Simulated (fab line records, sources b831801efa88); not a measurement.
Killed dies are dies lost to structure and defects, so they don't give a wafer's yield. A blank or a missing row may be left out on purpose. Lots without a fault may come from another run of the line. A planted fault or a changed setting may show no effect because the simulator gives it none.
Tool commonality check | flow gf180mcu | 13 lots, 42 wafers sampled

WHY IT WAS OPENED
At GF_MVSD_TW_MEAS_11 the reading MVSD_TW is flagged on 1 of 13 lots. Wafers without a fault read 1578, standard deviation 13.
Rule: a lot is flagged when every wafer of it that has a number lies more than 4 standard deviations from that mean, or none has a number. The other lots count as sound.

lot  | measured    | on            | MVSD_TW, wafer by wafer | flag
L905 | day 5 14:19 | film_metro-02 | 1578 1582 1591          |
L909 | day 6 04:34 | film_metro-01 | 30 30 30 30 30 30       | FLAGGED
L911 | day 6 14:26 | film_metro-03 | 1573 1564 1564          |
L913 | day 6 23:05 | film_metro-02 | 1585 1579 1584          |
L917 | day 7 19:46 | film_metro-03 | 1575 1564 1566          |
L919 | day 8 07:59 | film_metro-03 | 1569 1555 1566          |
L920 | day 8 11:30 | film_metro-02 | 1593 1597 1599          |
L921 | day 8 17:07 | film_metro-01 | 1595 1600 1594          |
L922 | day 8 22:25 | film_metro-03 | 1566 1557 1562          |
L923 | day 9 04:57 | film_metro-01 | 1587 1583 1582          |
L924 | day 9 10:48 | film_metro-02 | 1597 1596 1585          |
L925 | day 9 14:18 | film_metro-01 | 1582 1595 1592          |
L926 | day 9 20:13 | film_metro-01 | 1588 1580 1588          |
The numbers of the flagged lots are 30 on average: -1548 against the usual, or -99 or more standard deviations.

WHICH TOOL RAN EACH LOT
The record holds 2 process steps before the reading, out of a route of 602 steps. In each cell: the tool, then ch and the chambers that the sampled wafers went through, then the start.
lot  | flag    | GF_STI_ETCH_14                  | GF_MVSD_EXPOSE_04
L905 |         | rie_si-01 ch 0,1, day 2 19:54   | iline_stepper-02 ch 0, day 5 07:17
L909 | FLAGGED | rie_si-02 ch 0,2,3, day 3 07:17 | iline_stepper-02 ch 0, day 5 20:44
L911 |         | rie_si-01 ch 0,2,3, day 3 18:00 | iline_stepper-02 ch 0, day 6 06:41
L913 |         | rie_si-01 ch 0,1, day 4 08:02   | iline_stepper-02 ch 0, day 6 15:17
L917 |         | rie_si-02 ch 0,2,3, day 5 01:53 | iline_stepper-02 ch 0, day 7 11:30
L919 |         | rie_si-01 ch 0,2,3, day 5 11:42 | iline_stepper-01 ch 0, day 7 23:40
L920 |         | rie_si-02 ch 1,2, day 5 16:23   | iline_stepper-02 ch 0, day 8 03:03
L921 |         | rie_si-01 ch 0,1, day 5 21:56   | iline_stepper-01 ch 0, day 8 08:56
L922 |         | rie_si-02 ch 0,1, day 6 01:57   | iline_stepper-01 ch 0, day 8 14:20
L923 |         | rie_si-01 ch 1,3, day 6 08:47   | iline_stepper-02 ch 0, day 8 20:26
L924 |         | rie_si-02 ch 0,1,2, day 6 13:56 | iline_stepper-02 ch 0, day 9 02:28
L925 |         | rie_si-02 ch 0,1,3, day 6 18:32 | iline_stepper-02 ch 0, day 9 05:46
L926 |         | rie_si-01 ch 0,2,3, day 6 23:44 | iline_stepper-02 ch 0, day 9 11:30
What these steps do:
- GF_STI_ETCH_14: etches Si in HBr/Cl2/O2, target depth 360 nm, time 102.9 s.
- GF_MVSD_EXPOSE_04: exposes mask MVSD, target cd 1000 nm.
- GF_MVSD_TW_MEAS_11

FLAGGED OVER TOTAL, TOOL BY TOOL (the gauges that took the reading come last)
step               | tool             | lots run | flagged | share of the flagged lots | sound lots run after its first flagged lot
GF_STI_ETCH_14     | rie_si-01        | 7        | 0       | none                      | -
GF_STI_ETCH_14     | rie_si-02        | 6        | 1       | all                       | 5 (L917,L920,L922,L924,L925)
GF_MVSD_EXPOSE_04  | iline_stepper-01 | 3        | 0       | none                      | -
GF_MVSD_EXPOSE_04  | iline_stepper-02 | 10       | 1       | all                       | 8 (L911,L913,L917,L920,L923,L924,L925,L926)
GF_MVSD_TW_MEAS_11 | film_metro-01    | 5        | 1       | all                       | 4 (L921,L923,L925,L926)
GF_MVSD_TW_MEAS_11 | film_metro-02    | 4        | 0       | none                      | -
GF_MVSD_TW_MEAS_11 | film_metro-03    | 4        | 0       | none                      | -

WHAT THE TABLE ALLOWS
3 rows of the table ran every flagged lot: rie_si-02 at GF_STI_ETCH_14, iline_stepper-02 at GF_MVSD_EXPOSE_04, film_metro-01 at GF_MVSD_TW_MEAS_11.
- rie_si-02 at GF_STI_ETCH_14: 1 of its 6 lots flagged. Sound lots ran on it after the first flagged one (L917, L920, L922, L924, L925), which a lasting fault on the whole tool wouldn't allow.
- iline_stepper-02 at GF_MVSD_EXPOSE_04: 1 of its 10 lots flagged. Sound lots ran on it after the first flagged one (L911, L913, L917, L920, L923, L924, L925, L926), which a lasting fault on the whole tool wouldn't allow.
- film_metro-01 at GF_MVSD_TW_MEAS_11: 1 of its 5 lots flagged. Sound lots ran on it after the first flagged one (L921, L923, L925, L926), which a lasting fault on the whole tool wouldn't allow.
No row of the table ran every flagged lot and no sound lot after the first.

WHAT THE SIMULATOR HAD PUT IN
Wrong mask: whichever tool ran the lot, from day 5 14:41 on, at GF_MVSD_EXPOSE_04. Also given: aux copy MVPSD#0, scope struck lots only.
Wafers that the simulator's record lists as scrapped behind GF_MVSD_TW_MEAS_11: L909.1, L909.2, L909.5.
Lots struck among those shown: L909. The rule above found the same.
